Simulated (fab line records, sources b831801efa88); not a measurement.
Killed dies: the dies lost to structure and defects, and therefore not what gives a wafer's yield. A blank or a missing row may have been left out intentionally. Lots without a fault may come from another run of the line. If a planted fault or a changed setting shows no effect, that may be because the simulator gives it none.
fab line records -- flow sky130
[record] lots = 6, wafers = 18, last-day = 50
route steps=708 shown FIELD_ISO@15
lots with no fault: from the same line, run without faults
start-h: hours from the record's opening day to when the first of the lot's shown wafers began -- wait-h: time in hours since the lot's previous step -- " same as the row above -- L1.1+2: several wafers, shown together as one row -- - no value, or no start given -- * or withheld: withheld -- < > ~ a bound
route shown NAME@n: NAME is a module with steps in the file, n the number in the route of the first one -- usual: the fault-free wafers' mean and standard deviation -- same: alike in all rows -- chamber/n: place in a boat -- sites: the reading at each site -- _std_site: the standard deviation of these -- _edge_site: outer sites' mean less inner sites' -- radius-mm: for every site, how far away it sits from the centre of the wafer -- mask NAME#n: copy n -- behind: the tool/chamber that last shaped the wafer -- hold: why the lot was held/for how many hours/how that ended -- device: which transistor (n, p or np) failed to switch -- end of line: the tests these same wafers got at the end of their route -- for a step that has no rows: nothing shown but its recipe -- killed: the dies lost at the first sort to structure and to defects; this is not the yield of the wafer -- map: dies across one wafer; x = killed, . = not, _ = none there
set.NAME: the run value of the setting; set.NAME@STEP: its run value at that earlier step -- model.NAME: the simulator's own value behind a step, which no gauge read
lots at some steps of the route; a table a step, a row a wafer
services: from which hour (start-h, from the record's first day; less than 0 if before it) a tool's chamber was out of use, for how many hours, and why
[[steps]]
[step SKY_FIELD_ISO_ETCH_14]
[recipe] chemistry = N2/H2, target = BARC, ion-energy-ev = 200, source-w = 500, bias-w = 100, pressure-mtorr = 30, n2-flow-sccm = 100, h2-flow-sccm = 200, stop-on = SiO2, time-s = 45.9, target-depth-a = 600
[usual] drypump-motor-current-A = 5.7/0.4, h2-flow-sccm = 199.9/0.55, oes-product-au = 0.855/0.0049, throttle-valve-pct = 13.225/0.0084
lot.wafer,tool,chamber,start-h,wait-h,drypump-motor-current-A,h2-flow-sccm,oes-product-au,rf-hours-counter-h,throttle-valve-pct
L125.2,rie-diel-04,1,55.89,0.1,5.5,199.7,0.851,154,13.225
L125.4,rie-diel-04,0,55.89,0.1,6.3,200.1,0.863,62,13.226
L125.5,rie-diel-04,0,55.89,0.1,6.2,199.5,0.863,-,13.224
L127.1,rie-diel-02,1,64.64,0.1,6.0,200.1,0.852,46,13.230
L127.3,rie-diel-02,0,64.64,0.1,6.1,200.4,0.856,129,13.226
L127.4,rie-diel-02,2,64.64,0.1,5.7,199.1,0.855,115,13.225
L131.2,rie-diel-01,3,86.48,0.1,5.4,199.0,0.856,0,13.225
L131.3,rie-diel-01,0,86.48,0.1,5.6,200.2,0.859,139,13.225
L131.6,rie-diel-01,2,86.48,0.1,6.0,199.0,0.851,-,13.224
L132.3,rie-diel-04,1,90.29,0.1,5.5,200.2,0.869,155,13.214
L132.4,rie-diel-04,3,90.29,0.1,5.7,199.8,0.859,129,13.221
L132.6,rie-diel-04,3,90.29,0.1,5.7,199.7,0.854,-,13.222
L135.1,rie-diel-04,3,106.58,0.1,5.7,200.8,0.848,130,13.234
L135.5,rie-diel-04,0,106.58,0.1,6.2,200.1,0.854,-,13.224
L135.6,rie-diel-04,1,106.58,0.1,5.5,199.8,0.848,-,13.228
L142.1,rie-diel-01,3,144.94,0.1,5.4,199.9,0.864,1,13.218
L142.4,rie-diel-01,1,144.94,0.1,5.3,200.7,0.854,124,13.195
L142.5,rie-diel-01,3,144.94,0.1,5.4,200.2,0.848,-,13.225
[step SKY_FIELD_ISO_ETCH_15]
[recipe] chemistry = CHF3/O2, target-depth-nm = 180, stop-on = Si, source-w = 600, bias-w = 200, pressure-mtorr = 40, chf3-flow-sccm = 50, O2_flow_sccm = 5, time-s = 72
[usual] drypump-motor-current-A = 5.7/0.39, oes-product-au = 0.948/0.007, throttle-valve-pct = 8.845/0.009
lot.wafer,tool,chamber,start-h,wait-h,drypump-motor-current-A,oes-product-au,rf-hours-counter-h,throttle-valve-pct
L125.2,rie-diel-04,1,55.93,0.0,5.5,0.961,154,8.860
L125.4,rie-diel-04,0,55.93,0.0,6.3,0.949,62,8.840
L125.5,rie-diel-04,0,55.93,0.0,6.2,0.958,-,8.829
L127.1,rie-diel-02,1,64.68,0.0,6.0,0.945,46,8.841
L127.3,rie-diel-02,0,64.68,0.0,6.1,0.948,129,8.843
L127.4,rie-diel-02,2,64.68,0.0,5.7,0.943,115,8.843
L131.2,rie-diel-01,3,86.52,0.0,5.4,0.950,0,8.851
L131.3,rie-diel-01,0,86.52,0.0,5.7,0.951,139,8.832
L131.6,rie-diel-01,2,86.52,0.0,6.0,0.943,-,8.844
L132.3,rie-diel-04,1,90.33,0.0,5.5,0.949,155,8.846
L132.4,rie-diel-04,3,90.33,0.0,5.7,0.942,130,8.838
L132.6,rie-diel-04,3,90.33,0.0,5.7,0.940,-,8.862
L135.1,rie-diel-04,3,106.62,0.0,5.7,0.964,130,8.849
L135.5,rie-diel-04,0,106.62,0.0,6.2,0.972,-,8.859
L135.6,rie-diel-04,1,106.62,0.0,5.5,0.951,-,8.852
L142.1,rie-diel-01,3,144.98,0.0,5.4,0.944,1,8.848
L142.4,rie-diel-01,1,144.98,0.0,5.3,0.939,124,8.848
L142.5,rie-diel-01,3,144.98,0.0,5.4,0.949,-,8.839
[step SKY_FIELD_ISO_STRIP_16]
[recipe] chemistry = O2/N2, power-w = 1400, pressure-mtorr = 1500, platen-temp-c = withheld, o2-flow-sccm = 3000, n2-flow-sccm = 300, overash-fraction = 0.5
[usual] drypump-motor-current-A = 5.49/0.19, oes-product-au = 0.377/0.0048, strip-time-to-endpoint-s = 3.55/0.032
lot.wafer,tool,chamber,start-h,wait-h,drypump-motor-current-A,oes-product-au,rf-hours-counter-h,strip-time-to-endpoint-s
L125.2,plasma-asher-02,0,55.99,0.0,5.29,0.368,38,3.55
L125.4,plasma-asher-02,0,55.99,0.0,5.30,0.371,-,3.49
L125.5,plasma-asher-02,0,55.99,0.0,5.31,0.375,-,3.53
L127.1,plasma-asher-02,1,64.74,0.0,5.69,0.387,39,3.52
L127.3,plasma-asher-02,0,64.74,0.0,5.35,0.383,-,3.52
L127.4,plasma-asher-02,1,64.74,0.0,5.72,0.379,-,3.45
L131.2,plasma-asher-04,0,86.58,0.0,5.61,0.374,40,3.55
L131.3,plasma-asher-04,0,86.58,0.0,5.60,0.372,-,3.54
L131.6,plasma-asher-04,0,86.58,0.0,5.57,0.390,-,3.61
L132.3,plasma-asher-03,1,90.42,0.1,5.74,0.371,-,3.52
L132.4,plasma-asher-03,0,90.42,0.1,5.58,0.376,-,3.54
L132.6,plasma-asher-03,0,90.42,0.1,5.57,0.376,-,3.54
L135.1,plasma-asher-02,0,106.68,0.0,5.31,0.383,43,3.62
L135.5,plasma-asher-02,1,106.68,0.0,5.68,0.378,-,3.56
L135.6,plasma-asher-02,0,106.68,0.0,5.34,0.382,-,3.57
L142.1,plasma-asher-02,0,145.04,0.0,5.32,0.378,48,3.55
L142.4,plasma-asher-02,0,145.04,0.0,5.31,0.386,-,3.55
L142.5,plasma-asher-02,1,145.04,0.0,5.68,0.386,-,3.54
[step SKY_FIELD_ISO_ETCH_17]
[recipe] target-depth-a = 3420, mask-material = Si3N4, chemistry = HBr/Cl2/O2, target = Si, taper-deg = 5, icp-w = 600, bias-w = 150, pressure-mtorr = 15, HBr_flow_sccm = 150, Cl2_flow_sccm = 40, O2_flow_sccm = 6, time-s = 97.7
[usual] HBr_flow_sccm = 150.0/0.48, drypump-motor-current-A = 5.80/0.3, oes-product-au = 1.003/0.0084, throttle-valve-pct = 25.654/0.01
lot.wafer,tool,chamber,start-h,wait-h,HBr_flow_sccm,drypump-motor-current-A,oes-product-au,rf-hours-counter-h,throttle-valve-pct
L125.2,rie-si-01,0,56.09,0.1,149.9,5.91,0.985,39,25.669
L125.4,rie-si-01,3,56.09,0.1,150.0,5.27,1.002,33,25.647
L125.5,rie-si-01,3,56.09,0.1,150.1,5.33,0.997,-,25.663
L127.1,rie-si-02,2,64.84,0.1,149.7,5.89,1.014,128,25.646
L127.3,rie-si-02,0,64.84,0.1,150.4,5.38,1.008,106,25.661
L127.4,rie-si-02,3,64.84,0.1,150.0,6.14,1.003,107,25.654
L131.2,rie-si-02,0,86.68,0.1,149.4,5.38,0.999,106,25.643
L131.3,rie-si-02,1,86.68,0.1,149.8,5.96,0.985,1,25.682
L131.6,rie-si-02,3,86.68,0.1,150.5,6.09,1.005,-,25.635
L132.3,rie-si-02,0,90.49,0.0,150.4,5.37,1.001,107,25.656
L132.4,rie-si-02,1,90.49,0.0,149.4,6.00,0.985,1,25.650
L132.6,rie-si-02,2,90.49,0.0,149.7,5.96,1.006,-,25.654
L135.1,rie-si-02,1,106.78,0.1,149.8,5.98,0.993,1,25.661
L135.5,rie-si-02,3,106.78,0.1,150.0,6.10,1.002,-,25.651
L135.6,rie-si-02,0,106.78,0.1,150.0,5.39,1.005,-,25.656
L142.1,rie-si-02,1,145.14,0.1,149.8,5.92,1.001,1,25.659
L142.4,rie-si-02,0,145.14,0.1,149.8,5.37,1.007,107,25.660
L142.5,rie-si-02,0,145.14,0.1,150.2,5.35,0.995,-,25.662
[step SKY_FIELD_ISO_WET_ETCH_18]
[recipe] chemistry = H3PO4, target-depth-nm = 25, temp-c = 160, target = Si3N4, time-s = 286
[step SKY_FIELD_ISO_CLEAN_19]
[recipe] chemistry = SC1/SC2, mix = 1:4:20, temp-c = 70, time-s = 150
[step SKY_FIELD_ISO_CLEAN_20]
[recipe] chemistry = dHF, time-s = 20, dilution = 100:1
[step SKY_FIELD_ISO_WET_ETCH_21]
[recipe] chemistry = dHF, dilution = 100:1, target-depth-nm = 20, dry = ipa-marangoni, target = SiO2, temp-c = 25, time-s = 400
[step SKY_FIELD_ISO_OXIDATION_22]
[recipe] temp-c = 950, ambient = O2, stabilise-s = 600, purge-s = 300, target-thk-a = 100, ox-time-s = 623
[step SKY_FIELD_ISO_THK_MEAS_23]
[recipe] reads = SiO2_of_FIELD_ISO_OXIDATION_22
[usual] FIELD_ISO_OXIDATION_01_THK = 9.95/0.18
lot.wafer,tool,chamber,start-h,wait-h,FIELD_ISO_OXIDATION_01_THK[nm]
L125.2,film-metro-03,-,57.81,0.0,9.81
L125.4,film-metro-03,-,57.81,0.0,10.10
L125.5,film-metro-03,-,57.81,0.0,9.95
L127.1,film-metro-01,-,68.15,0.0,9.76
L127.3,film-metro-01,-,68.15,0.0,9.87
L127.4,film-metro-01,-,68.15,0.0,9.90
L131.2,film-metro-01,-,88.89,0.0,9.84
L131.3,film-metro-01,-,88.89,0.0,9.83
L131.6,film-metro-01,-,88.89,0.0,9.78
L132.3,film-metro-03,-,92.83,0.0,10.20
L132.4,film-metro-03,-,92.83,0.0,10.18
L132.6,film-metro-03,-,92.83,0.0,10.03
L135.1,film-metro-01,-,108.86,0.0,9.92
L135.5,film-metro-01,-,108.86,0.0,10.12
L135.6,film-metro-01,-,108.86,0.0,10.10
L142.1,film-metro-04,-,151.87,0.0,10.02
L142.4,film-metro-04,-,151.87,0.0,10.05
L142.5,film-metro-04,-,151.87,0.0,10.35
[step SKY_FIELD_ISO_CVD_24]
[recipe] material = SiO2, target-thk-nm = 595, temp-c = 650, sigma-open-frac = 0.3, time-s = 99.2, sih4-flow-sccm = 60, pressure-mtorr = 6
[step SKY_FIELD_ISO_THK_MEAS_25]
[recipe] reads = SiO2_of_FIELD_ISO_CVD_24
[usual] FIELD_ISO_CVD_24_THK = 594/6
lot.wafer,tool,chamber,start-h,wait-h,FIELD_ISO_CVD_24_THK[nm]
L125.2,film-metro-03,-,57.95,0.0,597
L125.4,film-metro-03,-,57.95,0.0,604
L125.5,film-metro-03,-,57.95,0.0,599
L127.1,film-metro-03,-,68.28,0.0,609
L127.3,film-metro-03,-,68.28,0.0,603
L127.4,film-metro-03,-,68.28,0.0,605
L131.2,film-metro-01,-,89.02,0.0,592
L131.3,film-metro-01,-,89.02,0.0,590
L131.6,film-metro-01,-,89.02,0.0,587
L132.3,film-metro-01,-,92.96,0.1,595
L132.4,film-metro-01,-,92.96,0.1,595
L132.6,film-metro-01,-,92.96,0.1,597
L135.1,film-metro-01,-,108.99,0.0,593
L135.5,film-metro-01,-,108.99,0.0,596
L135.6,film-metro-01,-,108.99,0.0,596
L142.1,film-metro-04,-,152.04,0.1,602
L142.4,film-metro-04,-,152.04,0.1,601
L142.5,film-metro-04,-,152.04,0.1,590
[step SKY_FIELD_ISO_ANNEAL_26]
[recipe] temp-c = 1000, time-s = 1800, ambient = N2
[usual] spike-tc-bottom-C = 1018.2/1.4, spike-tc-centre-C = 1000.1/1.3, spike-tc-top-C = 1013.0/1.7, spike-tc-upper-C = 1000.7/0.98, zone-power-centre-pct = 22.8/0.31
lot.wafer,tool,chamber,start-h,wait-h,spike-tc-bottom-C,spike-tc-centre-C,spike-tc-top-C,spike-tc-upper-C,zone-power-centre-pct
L125.2,furnace-02,0,59.34,1.4,1017.5,1001.1,1013.7,1000.7,22.3
L125.4,furnace-02,0,59.34,1.4,1018.2,999.5,1015.0,1002.1,22.6
L125.5,furnace-02,0,59.34,1.4,1019.9,1001.0,1014.0,1002.9,22.6
L127.1,furnace-01,0,69.18,0.9,1017.0,999.9,1010.7,999.9,23.0
L127.3,furnace-01,0,69.18,0.9,1017.9,999.9,1011.1,1001.5,22.8
L127.4,furnace-01,0,69.18,0.9,1015.0,998.1,1012.9,1000.4,23.1
L131.2,furnace-01,-,89.07,0.0,-,-,-,-,-
L131.3,furnace-01,-,89.07,0.0,-,-,-,-,-
L131.6,furnace-01,-,89.07,0.0,-,-,-,-,-
L132.3,furnace-02,-,93.00,0.0,-,-,-,-,-
L132.4,furnace-02,-,93.00,0.0,-,-,-,-,-
L132.6,furnace-02,-,93.00,0.0,-,-,-,-,-
L135.1,furnace-01,0,111.20,2.2,1017.2,998.2,1012.1,1000.2,22.9
L135.5,furnace-01,0,111.20,2.2,1017.6,996.9,1011.9,1000.8,23.0
L135.6,furnace-01,0,111.20,2.2,1016.5,1000.0,1011.4,1000.5,23.2
L142.1,furnace-01,0,153.59,1.5,1019.6,998.5,1012.5,1002.3,23.1
L142.4,furnace-01,0,153.59,1.5,1018.5,1000.6,1012.7,999.5,23.3
L142.5,furnace-01,0,153.59,1.5,1016.8,999.0,1011.7,998.2,23.3
[step SKY_FIELD_ISO_CMP_27]
[recipe] stop-on = Si3N4, t-overpolish-s = 16, down-force-psi = 4, platen-rpm = 60, target-thk-nm = 457.8, pad-velocity-m-s = 0.94248
[usual] motor-current-A = 11.0/1.2, overpolish-run-s = 16.000/0.0097, slurry-filter-dp-kPa = 13.51/0.12, time-to-endpoint-s = 112/3.8
lot.wafer,tool,chamber,start-h,wait-h,motor-current-A,overpolish-run-s,slurry-filter-dp-kPa,time-to-endpoint-s
L125.2,cmp-01,0,60.94,0.1,11.5,16.006,13.57,116
L125.4,cmp-01,1,60.94,0.1,11.0,15.995,13.48,117
L125.5,cmp-01,2,60.94,0.1,9.7,16.011,13.77,117
L127.4,cmp-01,3,70.68,0.0,12.1,15.987,13.50,121
L127.1,cmp-01,0,70.68,0.0,11.4,15.990,13.41,119
L127.3,cmp-01,1,70.68,0.0,10.8,16.004,13.59,116
L131.2,cmp-01,1,90.62,0.1,10.7,15.986,13.48,115
L131.3,cmp-01,2,90.62,0.1,10.0,16.007,13.55,113
L131.6,cmp-01,0,90.62,0.1,11.2,16.001,13.35,114
L132.3,cmp-02,2,94.50,0.0,8.1,16.004,13.45,113
L132.4,cmp-02,1,94.50,0.0,12.0,15.983,13.51,110
L132.6,cmp-02,3,94.50,0.0,11.5,16.006,13.65,108
L135.1,cmp-01,1,112.75,0.1,10.6,15.995,13.62,113
L135.5,cmp-01,0,112.75,0.1,11.5,16.016,13.41,122
L135.6,cmp-01,1,112.75,0.1,10.1,16.011,13.63,117
L142.1,cmp-02,2,155.09,0.0,8.9,15.991,13.47,112
L142.4,cmp-02,0,155.09,0.0,12.3,16.016,13.71,109
L142.5,cmp-02,2,155.09,0.0,8.4,16.009,13.45,109
[[services]]
tool,chamber,start-h,hours,kind
rie-diel-01,3,46.71,-,clean
plasma-asher-03,-,61.52,14.6,pm
cmp-02,-,64.00,4.0,pm
cmp-01,-,83.29,1.1,repair
rie-diel-01,1,85.00,8.4,repair
rie-si-02,-,94.53,3.7,repair
rie-si-01,-,94.55,0.3,repair
rie-diel-02,2,96.72,12.1,repair
furnace-01,-,99.15,3.5,pm
rie-diel-02,1,99.67,1.6,repair
plasma-asher-03,-,106.84,2.8,pm
plasma-asher-04,-,108.75,9.0,pm
furnace-02,-,108.86,3.0,pm
rie-si-01,-,111.32,0.4,repair
plasma-asher-03,-,111.70,3.8,repair
cmp-02,-,126.40,4.2,pm
furnace-01,-,138.03,4.5,pm
cmp-02,-,139.93,3.4,repair
furnace-02,-,143.05,3.5,pm
cmp-01,-,143.31,4.4,pm
furnace-01,-,146.88,3.7,pm
rie-diel-04,1,148.77,-,clean
rie-diel-04,1,148.77,14.2,scheduled-down
rie-diel-04,1,148.77,14.2,vent-cycle
[[key]]
[first-sign] step = SKY_FIELD_ISO_ANNEAL_26, reading = tool-record, direction = missing
effect none on later readings
met-at SKY_FIELD_ISO_ANNEAL_26
struck-wafers L131.2,L131.3,L131.6,L132.3,L132.4,L132.6
later-rows-left-out L131.2,L131.3,L131.6,L132.3,L132.4,L132.6
sort-left-out L131.2,L131.3,L131.6,L132.3,L132.4,L132.6
tester-left-out L131,L132
onset-between 69.18 89.07
[fault] kind = skipped-step-whole, tool = furnace-01,furnace-02, chamber = -, onset-h = 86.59, steps = SKY_FIELD_ISO_ANNEAL_26, scope = struck-lots-only
// tester-left-out: of these lots the tester's yield and bins aren't shown, on N5 and GAA mostly nor the transistor test; their killed dies are dies lost to structure and defects alone, not to doping, threshold or leakage, so they don't give the yield
// sort-left-out: the simulated sort isn't trusted on such a fault, so these wafers' sort isn't shown, and their yield isn't known
// later-rows-left-out: the simulator's readings of these wafers behind a module that went badly wrong aren't trusted and aren't shown, but for the sort
